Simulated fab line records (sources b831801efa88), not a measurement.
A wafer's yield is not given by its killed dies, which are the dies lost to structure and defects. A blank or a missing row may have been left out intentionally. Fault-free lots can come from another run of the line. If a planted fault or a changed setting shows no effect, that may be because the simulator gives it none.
fab line records	flow sky130
record: lots: 6	wafers: 18	last_day: 49
route steps=708 shown VIA3@593 METAL4@598 CAP2M@603 PAD_OPEN@708
lots with no fault: from the same line, run without faults
start_h: the number of hours between the record's first day and the start of the first shown wafer of the lot	wait_h: hours since the lot's step before	" the same as in the row above	L1.1+2: a single row standing in for several wafers	- no value, or no start was given	* or withheld: withheld	< > ~ a bound
route shown NAME@n: a module of which the file shows steps, and the number in the route of the first	usual: mean/standard deviation of fault-free wafers	same: alike in all rows	chamber/n: place in a boat	sites: each site's reading	_std_site: standard deviation of those values	_edge_site: the outer-site mean with the inner-site mean subtracted	radius_mm: for every site, how far away it sits from the centre of the wafer	mask NAME#n: copy n	behind: tool/chamber where the wafer was last shaped	hold: what put the lot on hold/how long, in hours/how the hold closed	device: the transistor (n, p or np) that didn't switch	end of line: tests of these same wafers at the route's end	for a step that has no rows: nothing shown but its recipe	killed: dies lost to structure and defects at the first sort, not the wafer's yield	map: shows each die of a wafer: x if killed, . if not, _ if none is there
set.NAME: the setting the step ran with; set.NAME@STEP: the setting that earlier step ran with	model.NAME: the simulator's own value behind a step, which no gauge read
certain route steps with their lots: each step a table, each wafer a row
services: when a tool's chamber went out of use (start_h, in hours from the record's first day, below 0 if earlier), for how many hours, and the reason
== steps ==
step: SKY_VIA3_SPUTTER_20
recipe: material: TiN	target_thk_nm: 20	chamber_pressure_pa: 5	power_w: 4000	time_s: 80
step: SKY_VIA3_CVD_21
recipe: material: W	target_thk_nm: 390	time_s: 117.31	temp_c: 400	pressure_torr: 40
usual: heater_power_w: 904/90
lot.wafer	tool	chamber	start_h	wait_h	heater_power_w
L168.2	cvd_w-01	0	952.05	0.0	784
L168.3	"	1	"	"	845
L168.5	"	1	"	"	873
L173.1	cvd_w-02	1	984.35	0.0	1016
L173.4	"	1	"	"	1017
L173.6	"	1	"	"	1001
L175.1	cvd_w-02	0	994.89	0.0	865
L175.2	"	1	"	"	1025
L175.3	"	1	"	"	1039
L177.1	cvd_w-02	1	1004.66	0.0	1034
L177.4	"	1	"	"	1028
L177.6	"	1	"	"	1018
L182.1	cvd_w-01	1	1025.00	0.0	863
L182.2	"	0	"	"	800
L182.5	"	1	"	"	867
L186.1	cvd_w-02	1	1066.00	0.0	1037
L186.3	"	1	"	"	1021
L186.4	"	0	"	"	889
step: SKY_VIA3_RS_MEAS_22
recipe: thk_meas_gauge: four-point-probe	reads: W_of_VIA3_CVD_21+TiN_of_VIA3_SPUTTER_20
usual: VIA3_W_RS: 0.294/0.0048
lot.wafer	tool	chamber	start_h	wait_h	VIA3_W_RS[ohm/sq]
L168.2	film_metro-01	-	952.19	0.1	0.294
L168.3	"	-	"	"	0.295
L168.5	"	-	"	"	0.290
L173.1	film_metro-01	-	984.47	0.1	0.294
L173.4	"	-	"	"	0.297
L173.6	"	-	"	"	0.296
L175.1	film_metro-01	-	995.07	0.1	0.290
L175.2	"	-	"	"	0.299
L175.3	"	-	"	"	0.300
L177.1	film_metro-04	-	1004.79	0.1	0.297
L177.4	"	-	"	"	0.302
L177.6	"	-	"	"	0.299
L182.1	film_metro-01	-	1025.12	0.1	0.299
L182.2	"	-	"	"	0.300
L182.5	"	-	"	"	0.302
L186.1	film_metro-03	-	1066.12	0.1	0.294
L186.3	"	-	"	"	0.295
L186.4	"	-	"	"	0.290
step: SKY_VIA3_THK_MEAS_23
recipe: thk_meas_gauge: xrf	reads: W_of_VIA3_CVD_21
usual: VIA3_W_THK: 382/7.4
lot.wafer	tool	chamber	start_h	wait_h	VIA3_W_THK[nm]
L168.2	film_metro-01	-	952.30	0.1	385
L168.3	"	-	"	"	381
L168.5	"	-	"	"	385
L173.1	film_metro-01	-	984.59	0.1	384
L173.4	"	-	"	"	382
L173.6	"	-	"	"	382
L175.1	film_metro-01	-	995.19	0.1	392
L175.2	"	-	"	"	377
L175.3	"	-	"	"	381
L177.1	film_metro-04	-	1004.91	0.1	380
L177.4	"	-	"	"	375
L177.6	"	-	"	"	378
L182.1	film_metro-01	-	1025.24	0.1	379
L182.2	"	-	"	"	378
L182.5	"	-	"	"	377
L186.1	film_metro-03	-	1066.24	0.1	379
L186.3	"	-	"	"	374
L186.4	"	-	"	"	382
step: SKY_VIA3_CMP_24
recipe: stop_on: SiO2	t_overpolish_s: 20	down_force_psi: 3.5	platen_rpm: 60	target_thk_nm: 0	pad_velocity_m_s: 0.94248
usual: motor_current_A: 10.6/1.2	overpolish_run_s: 20.000/0.0085	time_to_endpoint_s: 95/5.1
lot.wafer	tool	chamber	start_h	wait_h	motor_current_A	overpolish_run_s	time_to_endpoint_s
L168.3	cmp-02	2	952.38	0.1	11.2	19.998	103
L168.2	"	1	"	"	8.2	20.003	88
L168.5	"	3	"	"	10.2	19.994	92
L173.1	cmp-01	0	984.75	0.1	12.6	20.011	95
L173.4	"	1	"	"	10.2	20.009	100
L173.6	"	2	"	"	12.1	19.994	90
L175.1	cmp-01	1	995.30	0.1	10.4	19.989	96
L175.2	"	2	"	"	12.7	19.985	87
L175.3	"	3	"	"	10.3	20.003	87
L177.1	cmp-02	2	1004.97	0.1	10.7	20.001	100
L177.4	"	1	"	"	8.2	19.999	92
L177.6	"	2	"	"	10.7	20.003	101
L182.1	cmp-01	0	1025.30	0.1	12.4	20.005	97
L182.2	"	2	"	"	13.4	19.990	90
L182.5	"	0	"	"	12.5	19.977	93
L186.3	cmp-01	3	1066.66	0.4	10.7	20.004	92
L186.1	"	0	"	"	12.5	20.003	101
L186.4	"	2	"	"	12.6	20.000	95
step: SKY_METAL4_SPUTTER_00
recipe: material: Ti	target_thk_nm: 15	power_w: 3000	time_s: 10	chamber_pressure_pa: 0.4
step: SKY_METAL4_SPUTTER_01
recipe: material: TiN	target_thk_nm: 20	power_w: 6500	time_s: 16.7	chamber_pressure_pa: 0.4
usual: throttle_valve_pct: 30.1/0.96
lot.wafer	tool	chamber	start_h	wait_h	throttle_valve_pct
L168.2	pvd_sputter-03	-	952.70	0.0	31.5
L168.3	"	-	"	"	30.2
L168.5	"	-	"	"	31.3
L173.1	pvd_sputter-03	-	984.98	0.0	28.1
L173.4	"	-	"	"	30.8
L173.6	"	-	"	"	28.2
L175.1	pvd_sputter-01	-	995.57	0.0	30.5
L175.2	"	-	"	"	29.7
L175.3	"	-	"	"	30.9
L177.1	pvd_sputter-01	-	1005.29	0.0	30.3
L177.4	"	-	"	"	30.3
L177.6	"	-	"	"	30.3
L182.1	pvd_sputter-02	-	1025.62	0.0	28.2
L182.2	"	-	"	"	29.9
L182.5	"	-	"	"	30.1
L186.1	pvd_sputter-01	-	1066.98	0.0	30.7
L186.3	"	-	"	"	30.3
L186.4	"	-	"	"	30.6
step: SKY_METAL4_SPUTTER_02
recipe: material: AlCu	target_thk_nm: 735	power_w: 10600	time_s: 39.1	chamber_pressure_pa: 0.4
step: SKY_METAL4_SPUTTER_03
recipe: material: Ti	target_thk_nm: 5	power_w: 3000	time_s: 3.3	chamber_pressure_pa: 0.4
usual: throttle_valve_pct: 30.1/0.97
lot.wafer	tool	chamber	start_h	wait_h	throttle_valve_pct
L168.2	pvd_sputter-03	-	952.77	0.0	31.3
L168.3	"	-	"	"	30.2
L168.5	"	-	"	"	31.0
L173.1	pvd_sputter-03	-	985.04	0.0	28.0
L173.4	"	-	"	"	30.7
L173.6	"	-	"	"	28.1
L175.1	pvd_sputter-01	-	995.63	0.0	30.5
L175.2	"	-	"	"	29.6
L175.3	"	-	"	"	30.7
L177.1	pvd_sputter-01	-	1005.35	0.0	30.5
L177.4	"	-	"	"	30.6
L177.6	"	-	"	"	30.8
L182.1	pvd_sputter-02	-	1025.69	0.0	28.5
L182.2	"	-	"	"	29.8
L182.5	"	-	"	"	29.8
L186.1	pvd_sputter-01	-	1067.05	0.0	30.6
L186.3	"	-	"	"	30.0
L186.4	"	-	"	"	30.5
step: SKY_METAL4_SPUTTER_04
recipe: material: TiN	target_thk_nm: 70	power_w: 6500	time_s: 58.3	chamber_pressure_pa: 0.4
step: SKY_CAP2M_CVD_00
recipe: material: SiO2	target_thk_nm: 15.5	temp_c: 400	time_s: withheld	rf_w: 450
usual: heater_power_w: 771/84
lot.wafer	tool	chamber	start_h	wait_h	heater_power_w
L168.2	pecvd-01	2	952.83	0.0	726
L168.3	"	0	"	"	724
L168.5	"	0	"	"	704
L173.1	pecvd-04	1	985.11	0.0	872
L173.4	"	2	"	"	805
L173.6	"	1	"	"	889
L175.1	pecvd-03	2	995.70	0.0	718
L175.2	"	1	"	"	792
L175.3	"	0	"	"	823
L177.1	pecvd-01	2	1005.42	0.0	735
L177.4	"	2	"	"	721
L177.6	"	0	"	"	708
L182.1	pecvd-04	0	1025.75	0.0	702
L182.2	"	2	"	"	862
L182.5	"	2	"	"	855
L186.1	pecvd-03	0	1067.11	0.0	800
L186.3	"	2	"	"	661
L186.4	"	1	"	"	787
step: SKY_CAP2M_THK_MEAS_01
recipe: reads: SiO2_of_CAP2M_CVD_00
usual: CAP2M_CVD_00_THK: 15.78/0.24
lot.wafer	tool	chamber	start_h	wait_h	CAP2M_CVD_00_THK[nm]
L168.2	film_metro-02	-	952.88	-	15.56
L168.3	"	-	"	"	15.83
L168.5	"	-	"	"	15.89
L173.1	film_metro-03	-	985.13	-	15.36
L173.4	"	-	"	"	15.84
L173.6	"	-	"	"	15.72
L175.1	film_metro-04	-	995.72	-	15.33
L175.2	"	-	"	"	15.75
L175.3	"	-	"	"	15.75
L177.1	film_metro-03	-	1005.44	-	15.68
L177.4	"	-	"	"	16.00
L177.6	"	-	"	"	16.24
L182.1	film_metro-03	-	1025.79	-	15.87
L182.2	"	-	"	"	15.65
L182.5	"	-	"	"	16.03
L186.1	film_metro-02	-	1067.13	-	15.45
L186.3	"	-	"	"	15.36
L186.4	"	-	"	"	16.15
step: SKY_CAP2M_SPUTTER_02
recipe: material: TiN	target_thk_nm: 200	temp_c: 300	power_w: 6500	time_s: 166.7	chamber_pressure_pa: 0.4
usual: throttle_valve_pct: 29.8/0.75
lot.wafer	tool	chamber	start_h	wait_h	throttle_valve_pct	model.TiN_of_CAP2M_SPUTTER_02.thk_nm
L168.2	pvd_sputter-02	-	952.93	0.0	29.4	195.5
L168.3	"	-	"	"	31.2	195.6
L168.5	"	-	"	"	28.4	195.4
L173.1	pvd_sputter-04	-	985.19	0.1	29.8	200.2
L173.4	"	-	"	"	29.5	201.9
L173.6	"	-	"	"	29.5	202.6
L175.1	pvd_sputter-02	-	995.78	0.1	29.7	280.2
L175.2	"	-	"	"	29.3	278.3
L175.3	"	-	"	"	31.3	196.4
L177.1	pvd_sputter-02	-	1005.50	0.1	30.0	278.6
L177.4	"	-	"	"	29.2	276.8
L177.6	"	-	"	"	28.3	198.3
L182.1	pvd_sputter-01	-	1025.85	0.1	30.3	201.1
L182.2	"	-	"	"	30.7	198.6
L182.5	"	-	"	"	30.1	199.5
L186.1	pvd_sputter-04	-	1067.19	0.1	29.3	197.3
L186.3	"	-	"	"	29.3	200.1
L186.4	"	-	"	"	30.5	196.5
step: SKY_CAP2M_RS_MEAS_03
recipe: thk_meas_gauge: four-point-probe	reads: TiN_of_CAP2M_SPUTTER_02
usual: CAP2M_TIN_RS: 6.92/0.09
lot.wafer	tool	chamber	start_h	wait_h	CAP2M_TIN_RS[ohm/sq]
L168.2	film_metro-04	-	953.06	0.1	7.06
L168.3	"	-	"	"	7.07
L168.5	"	-	"	"	7.06
L173.1	film_metro-04	-	985.30	0.1	6.89
L173.4	"	-	"	"	6.84
L173.6	"	-	"	"	6.83
L175.1	film_metro-02	-	995.89	0.1	4.88
L175.2	"	-	"	"	4.93
L175.3	"	-	"	"	7.03
L177.1	film_metro-04	-	1005.61	0.1	4.93
L177.4	"	-	"	"	4.96
L177.6	"	-	"	"	6.98
L182.1	film_metro-03	-	1025.96	0.1	6.87
L182.2	"	-	"	"	6.97
L182.5	"	-	"	"	6.95
L186.1	film_metro-02	-	1067.30	0.1	7.00
L186.3	"	-	"	"	6.91
L186.4	"	-	"	"	7.03
step: SKY_CAP2M_THK_MEAS_04
recipe: thk_meas_gauge: xrf	reads: TiN_of_CAP2M_SPUTTER_02
usual: CAP2M_TIN_THK: 203/3
lot.wafer	tool	chamber	start_h	wait_h	CAP2M_TIN_THK[nm]
L168.2	film_metro-04	-	953.17	0.1	202
L168.3	"	-	"	"	202
L168.5	"	-	"	"	203
L173.1	film_metro-04	-	985.42	0.1	206
L173.4	"	-	"	"	208
L173.6	"	-	"	"	209
L175.1	film_metro-02	-	996.01	0.1	285
L175.2	"	-	"	"	281
L175.3	"	-	"	"	199
L177.1	film_metro-04	-	1005.73	0.1	286
L177.4	"	-	"	"	284
L177.6	"	-	"	"	203
L182.1	film_metro-03	-	1026.08	0.1	203
L182.2	"	-	"	"	200
L182.5	"	-	"	"	203
L186.1	film_metro-02	-	1067.42	0.1	200
L186.3	"	-	"	"	202
L186.4	"	-	"	"	199
step: SKY_CAP2M_DEHYDRATE_05
recipe: temp_c: 200	time_s: 60
step: SKY_CAP2M_HMDS_06
recipe: prime_time_s: 60	prime_temp_c: 120
step: SKY_CAP2M_COAT_07
recipe: resist: NOVOLAK	spin_rpm: 3000	resist_thk_nm: 1140
step: SKY_CAP2M_SOFTBAKE_08
recipe: temp_c: 90	time_s: 60	resist: NOVOLAK
step: SKY_CAP2M_EXPOSE_09
recipe: mask_id: CAP2M	na: 0.6	source_shape: conventional	sigma_outer: 0.6	polarization: unpolarized	target_cd_nm: 1000	dose_mj: 159
step: SKY_CAP2M_PEB_10
recipe: temp_c: withheld	time_s: *	resist: NOVOLAK
step: SKY_CAP2M_DEVELOP_11
recipe: resist: NOVOLAK	developer: TMAH	develop_time_s: 60	dev_temp_c: 23
step: SKY_CAP2M_OVL_MEAS_12
usual: CAP2M_OVL: 0.6/1.4
lot.wafer	tool	chamber	start_h	wait_h	CAP2M_OVL[nm]
L168.2	overlay-01	-	976.93	0.1	-1.6
L168.3	"	-	"	"	-1.8
L168.5	"	-	"	"	-2.3
L173.1	overlay-02	-	1008.67	0.1	-0.1
L173.4	"	-	"	"	0.4
L173.6	"	-	"	"	-1.2
L175.1	overlay-01	-	1018.77	0.1	0.9
L175.2	"	-	"	"	2.8
L175.3	"	-	"	"	0.3
L177.1	overlay-02	-	1027.72	0.1	2.8
L177.4	"	-	"	"	2.1
L177.6	"	-	"	"	1.7
L182.1	overlay-01	-	1047.57	0.1	0.8
L182.2	"	-	"	"	1.5
L182.5	"	-	"	"	0.8
L186.1	overlay-01	-	1087.47	0.1	2.4
L186.3	"	-	"	"	0.4
L186.4	"	-	"	"	1.7
step: SKY_CAP2M_METAL_ETCH_13
recipe: target_depth_nm: 220	stop_on: SiO2	chemistry: Cl2/BCl3	target: TiN	pressure_mtorr: 10	icp_w: 900	bias_w: 48.5	Cl2_flow_sccm: 60	bcl3_flow_sccm: 30	time_s: 62.9
usual: bias_w: 48.50/0.15	drypump_motor_current_A: 6.0/0.37	he_backside_leak_sccm: 3.3/0.43	oes_product_au: 0.940/0.0085	throttle_valve_pct: 21.903/0.01
lot.wafer	tool	chamber	start_h	wait_h	bias_w	drypump_motor_current_A	he_backside_leak_sccm	oes_product_au	rf_hours_counter_h	throttle_valve_pct
L168.2	rie_metal-02	0	976.96	0.0	48.47	5.7	3.0	0.924	7	21.916
L168.3	"	1	"	"	48.51	5.6	3.5	0.932	-	21.927
L168.5	"	0	"	"	48.69	5.7	3.2	0.928	-	21.916
L173.1	rie_metal-04	0	1008.71	0.0	48.38	6.3	3.1	0.947	16	21.890
L173.4	"	1	"	"	48.69	6.4	3.6	0.944	-	21.903
L173.6	"	0	"	"	48.29	6.3	3.1	0.938	-	21.905
L175.1	rie_metal-04	1	1018.81	0.0	48.41	6.4	3.7	0.988	11	21.877
L175.2	"	0	"	"	48.55	6.3	3.1	1.006	17	21.860
L175.3	"	0	"	"	48.50	6.3	3.1	0.930	-	21.908
L177.1	rie_metal-02	0	1027.76	0.0	48.43	5.6	2.9	1.009	11	21.864
L177.4	"	0	"	"	48.66	5.7	3.0	1.009	-	21.861
L177.6	"	0	"	"	48.63	5.7	3.0	0.925	-	21.911
L182.1	rie_metal-04	0	1047.60	0.0	48.62	6.3	3.2	0.950	20	21.894
L182.2	"	0	"	"	48.16	6.3	3.2	0.943	-	21.906
L182.5	"	0	"	"	48.55	6.3	3.2	0.931	-	21.897
L186.1	rie_metal-04	1	1087.51	0.0	48.55	6.4	3.3	0.932	12	21.907
L186.3	"	1	"	"	48.49	6.4	3.6	0.944	-	21.881
L186.4	"	1	"	"	48.73	6.4	3.6	0.930	-	21.920
step: SKY_CAP2M_STRIP_14
recipe: chemistry: O2/N2	power_w: 1400	pressure_mtorr: 1500	platen_temp_c: withheld	o2_flow_sccm: 3000	n2_flow_sccm: 300	overash_fraction: 0.5
step: SKY_CAP2M_STRIP_15
recipe: chemistry: post_etch_residue_remover	time_s: 1200	temp_c: 72.5
lot.wafer	tool	chamber	start_h	wait_h	model.TiN_of_CAP2M_SPUTTER_02.thk_nm
L168.2	wet_bench-04	1	977.14	0.1	195.1
L168.3	"	1	"	"	195.2
L168.5	"	1	"	"	195
L173.1	wet_bench-03	2	1008.88	0.1	199.8
L173.4	"	2	"	"	201.5
L173.6	"	2	"	"	202.2
L175.1	wet_bench-04	1	1018.99	0.1	279.8
L175.2	"	1	"	"	277.9
L175.3	"	1	"	"	195.9
L177.1	wet_bench-01	2	1028.02	0.1	278.2
L177.4	"	2	"	"	276.3
L177.6	"	2	"	"	197.8
L182.1	wet_bench-01	1	1047.86	0.1	200.7
L182.2	"	1	"	"	198.2
L182.5	"	1	"	"	199.1
L186.1	wet_bench-01	2	1087.86	0.2	196.9
L186.3	"	2	"	"	199.7
L186.4	"	2	"	"	196.1
step: SKY_CAP2M_CLEAN_16
recipe: chemistry: IPA	time_s: 180	temp_c: 25
step: SKY_PAD_OPEN_PROBE_99
usual: defect_limited_yield: 82.2/1.8	killed_at_M0_to_M3: 42/6.1	killed_at_M4_up: 3.3/1.7	killed_at_contacts: 25/5.4	killed_at_front_end: 16/4.6	killed_at_other: 0.4/0.55	killed_dies: 87/8.8	killed_on_rim: 18/3.6	killed_open: 47/7.1	killed_short: 40/5.8	sort_bin_3_pad_short: 0.9/0.45	sort_bin_5_function: 10.7/1.4	sort_bin_6_memory: 6.2/1.2	sort_n_pass: 405/8.8	sort_yield_pct: 82.2/1.8
same: gross_dies: 492	killed_at_back_side: 0	sort_bin_4_leakage[%]: 0	sort_bin_8_speed[%]: 0
lot.wafer	tool	chamber	start_h	wait_h	defect_limited_yield[%]	killed_at_M0_to_M3	killed_at_M4_up	killed_at_contacts	killed_at_front_end	killed_at_other	killed_dies	killed_on_rim	killed_open	killed_short	sort_bin_3_pad_short[%]	sort_bin_5_function[%]	sort_bin_6_memory[%]	sort_n_pass	sort_yield_pct[%]
L173.1	prober-02	-	1121.48	0.1	84.3	41	0	19	17	0	77	11	40	33	1.6	9.3	4.7	415	84.3
L173.4	prober-02	-	1121.63	0.2	82.7	40	3	21	21	0	85	19	39	46	1.0	9.8	6.5	407	82.7
L173.6	prober-02	-	1121.73	0.2	85.4	35	5	20	12	0	72	17	30	42	1.4	7.9	5.3	420	85.4
L175.1	prober-02	-	1129.87	0.1	0	52	0	33	12	395	492	96	58	39	80.5	13.4	6.1	0	0
L175.2	prober-02	-	1129.92	0.1	0	46	5	22	21	398	492	96	49	45	82.1	12.2	5.7	0	0
L175.3	prober-02	-	1129.97	0.2	83.9	35	4	24	16	0	79	18	42	37	0.4	10.2	5.5	413	83.9
L177.1	prober-02	-	1138.55	0.1	0	45	4	35	19	389	492	96	58	45	79.5	12.6	7.9	0	0
L177.4	prober-02	-	1138.70	0.2	0	52	0	34	9	397	492	96	55	40	81.5	11.6	6.9	0	0
L177.6	prober-02	-	1138.80	0.2	81.3	50	5	20	17	0	92	20	50	42	1.0	10.6	7.1	400	81.3
L186.1	prober-02	-	1186.87	0.1	79.5	41	6	31	23	0	101	27	50	50	1.0	12.8	6.7	391	79.5
L186.3	prober-02	-	1186.97	0.2	82.9	36	4	24	20	0	84	17	47	37	0.6	8.1	8.3	408	82.9
L186.4	prober-02	-	1187.02	0.2	80.5	41	3	29	23	0	96	18	53	43	0.4	11.4	7.7	396	80.5
killed by level:class
L173.1 VIA1:geometric_particle:open=7 LI_CONTACT:geometric_particle:open=6 VIA2:geometric_particle:open=6 VIA3:geometric_particle:open=6 CONTACT:geometric_particle:open=5 METAL1:geometric_particle:short=5 VIA2:geometric_particle:short=4 POLY_GATE:area_etch=4
L173.4 METAL1:geometric_particle:short=9 LI_CONTACT:geometric_particle:open=8 CONTACT:geometric_particle:open=6 VIA3:geometric_particle:short=6 FIELD_ISO:geometric_particle:open=5 FIELD_ISO:geometric_particle:short=4 VIA1:geometric_particle:open=4 VIA1:geometric_particle:short=4
L173.6 METAL2:geometric_particle:short=8 METAL1:geometric_particle:short=6 CONTACT:geometric_particle:short=5 CONTACT:geometric_particle:open=5 VIA3:geometric_particle:open=5 FIELD_ISO:geometric_particle:short=4 LOCAL_INTERCONNECT:geometric_particle:short=4 VIA1:geometric_particle:short=4
L175.1 CAP2M:area_etch=395 VIA1:geometric_particle:open=15 CONTACT:geometric_particle:open=14 LI_CONTACT:geometric_particle:open=8 VIA2:geometric_particle:open=7 CONTACT:geometric_particle:short=6 METAL2:geometric_particle:short=6 VIA1:geometric_particle:short=6
L175.2 CAP2M:area_etch=398 VIA1:geometric_particle:open=15 CONTACT:geometric_particle:open=10 FIELD_ISO:geometric_particle:open=8 FIELD_ISO:geometric_particle:short=6 METAL3:geometric_particle:short=6 CONTACT:geometric_particle:short=5 METAL1:geometric_particle:short=5
L175.3 CONTACT:geometric_particle:open=12 VIA1:geometric_particle:open=7 LI_CONTACT:geometric_particle:open=6 METAL1:geometric_particle:short=6 CONTACT:geometric_particle:short=5 FIELD_ISO:geometric_particle:short=4 VIA1:geometric_particle:short=4 METAL2:geometric_particle:short=4
L177.1 CAP2M:area_etch=388 VIA1:geometric_particle:open=13 CONTACT:geometric_particle:short=10 LI_CONTACT:geometric_particle:open=10 CONTACT:geometric_particle:open=9 VIA3:geometric_particle:open=6 FIELD_ISO:geometric_particle:open=5 POLY_GATE:geometric_particle:open=5
L177.4 CAP2M:area_etch=397 CONTACT:geometric_particle:open=15 VIA1:geometric_particle:short=9 VIA2:geometric_particle:open=8 LI_CONTACT:geometric_particle:open=7 VIA1:geometric_particle:open=7 METAL1:geometric_particle:short=6 VIA3:geometric_particle:open=6
L177.6 VIA1:geometric_particle:open=10 CONTACT:geometric_particle:open=9 METAL1:geometric_particle:short=8 METAL2:geometric_particle:short=8 VIA2:geometric_particle:open=7 FIELD_ISO:geometric_particle:open=6 LI_CONTACT:geometric_particle:open=5 METAL4:geometric_particle:short=5
L186.1 CONTACT:geometric_particle:open=12 VIA1:geometric_particle:open=10 METAL2:geometric_particle:short=8 FIELD_ISO:geometric_particle:short=7 FIELD_ISO:geometric_particle:open=7 VIA1:geometric_particle:short=6 LI_CONTACT:geometric_particle:short=5 LI_CONTACT:geometric_particle:open=5
L186.3 VIA1:geometric_particle:open=11 LI_CONTACT:geometric_particle:open=8 FIELD_ISO:geometric_particle:short=7 VIA2:geometric_particle:open=6 METAL2:geometric_particle:short=5 LI_CONTACT:geometric_particle:short=4 CONTACT:geometric_particle:short=4 CONTACT:geometric_particle:open=4
L186.4 LI_CONTACT:geometric_particle:open=11 VIA1:geometric_particle:open=11 CONTACT:geometric_particle:open=8 FIELD_ISO:geometric_particle:open=7 VIA3:geometric_particle:open=7 FIELD_ISO:geometric_particle:short=6 POLY_GATE:geometric_particle:open=5 POLY_GATE:geometric_particle:short=5
map L175.1 (x killed, . not)
__________xxxxxxxxxx_________
________xxxxxxxxxxxxxx_______
______xxxxxxxxxxxxxxxxxx_____
_____xxxxxxxxxxxxxxxxxxxx____
____xxxxxxxxxxxxxxxxxxxxxx___
___xxxxxxxxxxxxxxxxxxxxxxxx__
__xxxxxxxxxxxxxxxxxxxxxxxxxx_
_xxxxxxxxxxxxxxxxxxxxxxxxxxxx
_xxxxxxxxxxxxxxxxxxxxxxxxxxxx
_xxxxxxxxxxxxxxxxxxxxxxxxxxxx
_xxxxxxxxxxxxxxxxxxxxxxxxxxxx
_xxxxxxxxxxxxxxxxxxxxxxxxxxxx
_xxxxxxxxxxxxxxxxxxxxxxxxxxxx
_xxxxxxxxxxxxxxxxxxxxxxxxxxxx
_xxxxxxxxxxxxxxxxxxxxxxxxxxxx
__xxxxxxxxxxxxxxxxxxxxxxxxxx_
___xxxxxxxxxxxxxxxxxxxxxxxx__
____xxxxxxxxxxxxxxxxxxxxxx___
_____xxxxxxxxxxxxxxxxxxxx____
______xxxxxxxxxxxxxxxxxx_____
________xxxxxxxxxxxxxx_______
__________xxxxxxxxxx_________
map L177.1 (x killed, . not)
__________xxxxxxxxxx_________
________xxxxxxxxxxxxxx_______
______xxxxxxxxxxxxxxxxxx_____
_____xxxxxxxxxxxxxxxxxxxx____
____xxxxxxxxxxxxxxxxxxxxxx___
___xxxxxxxxxxxxxxxxxxxxxxxx__
__xxxxxxxxxxxxxxxxxxxxxxxxxx_
_xxxxxxxxxxxxxxxxxxxxxxxxxxxx
_xxxxxxxxxxxxxxxxxxxxxxxxxxxx
_xxxxxxxxxxxxxxxxxxxxxxxxxxxx
_xxxxxxxxxxxxxxxxxxxxxxxxxxxx
_xxxxxxxxxxxxxxxxxxxxxxxxxxxx
_xxxxxxxxxxxxxxxxxxxxxxxxxxxx
_xxxxxxxxxxxxxxxxxxxxxxxxxxxx
_xxxxxxxxxxxxxxxxxxxxxxxxxxxx
__xxxxxxxxxxxxxxxxxxxxxxxxxx_
___xxxxxxxxxxxxxxxxxxxxxxxx__
____xxxxxxxxxxxxxxxxxxxxxx___
_____xxxxxxxxxxxxxxxxxxxx____
______xxxxxxxxxxxxxxxxxx_____
________xxxxxxxxxxxxxx_______
__________xxxxxxxxxx_________
== services ==
tool	chamber	start_h	hours	kind
pecvd-01	0	933.08	15.5	repair
pecvd-01	2	933.26	17.4	repair
rie_metal-04	-	933.27	1.9	repair
pvd_sputter-02	-	937.08	8.5	repair
pecvd-01	-	943.79	0.5	repair
pecvd-04	0	944.79	6.8	repair
rie_metal-04	0	946.58	3.6	repair
cvd_w-02	-	947.31	6.0	pm
cmp-02	-	956.47	1.6	repair
cvd_w-01	-	968.14	5.3	repair
pvd_sputter-02	-	971.56	2.9	repair
pecvd-01	-	976.21	1.5	repair
cvd_w-01	-	980.72	3.8	pm
cmp-02	-	992.42	0.3	repair
cmp-02	-	1007.42	3.6	repair
pecvd-04	-	1010.48	2.8	pm
cmp-01	-	1019.92	0.7	repair
pecvd-03	-	1019.98	0.8	repair
rie_metal-04	1	1023.15	48.3	repair
pecvd-04	2	1026.02	21.8	repair
cmp-02	-	1031.35	0.3	repair
pvd_sputter-01	-	1054.43	6.4	repair
pvd_sputter-03	-	1083.56	9.5	repair
pvd_sputter-02	-	1087.59	7.1	repair
== key ==
first_sign: step: SKY_CAP2M_RS_MEAS_03	reading: CAP2M_TIN_RS	direction: down	sigmas: 22	usual: 6.92	struck: 4.93
effect: step: SKY_CAP2M_THK_MEAS_04	reading: CAP2M_TIN_THK	direction: up	sigmas: 27	usual: 203	struck: 284
effect: step: SKY_CAP2M_METAL_ETCH_13	reading: oes_product_au	direction: up	sigmas: 7.4	usual: 0.940	struck: 1.003
effect: step: SKY_PAD_OPEN_PROBE_99	reading: killed_at_other	direction: up	sigmas: 99+	usual: 0.4	struck: 394.8
model_effect: step: SKY_CAP2M_SPUTTER_02	value: TiN_of_CAP2M_SPUTTER_02.thk_nm	without: 199.4	struck: 278.5
model_effect: step: SKY_CAP2M_STRIP_15	value: TiN_of_CAP2M_SPUTTER_02.thk_nm	without: 199	struck: 278.1
more_kills_born_at: SKY_CAP2M_METAL_ETCH_13@rie_metal-04: 793	SKY_CAP2M_METAL_ETCH_13@rie_metal-02: 785
met_at SKY_CAP2M_SPUTTER_02
struck_wafers L175.1,L175.2,L177.1,L177.4
later_rows_left_out L175.1,L175.2,L177.1,L177.4
onset_between 952.93 995.78
fault: kind: process_parameter_drift	tool: pvd_sputter-02	chamber: -	onset_h: 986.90	steps: SKY_CAP2M_SPUTTER_02	channel: target_thk_nm	offset: 79.073	shape: step	end_h: 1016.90	scope: struck_wafers_only	acts_in: these_recipes_only	stated: 200
later_rows_left_out: the simulator's readings of these wafers behind a module that went badly wrong aren't trusted and aren't shown, but for the sort
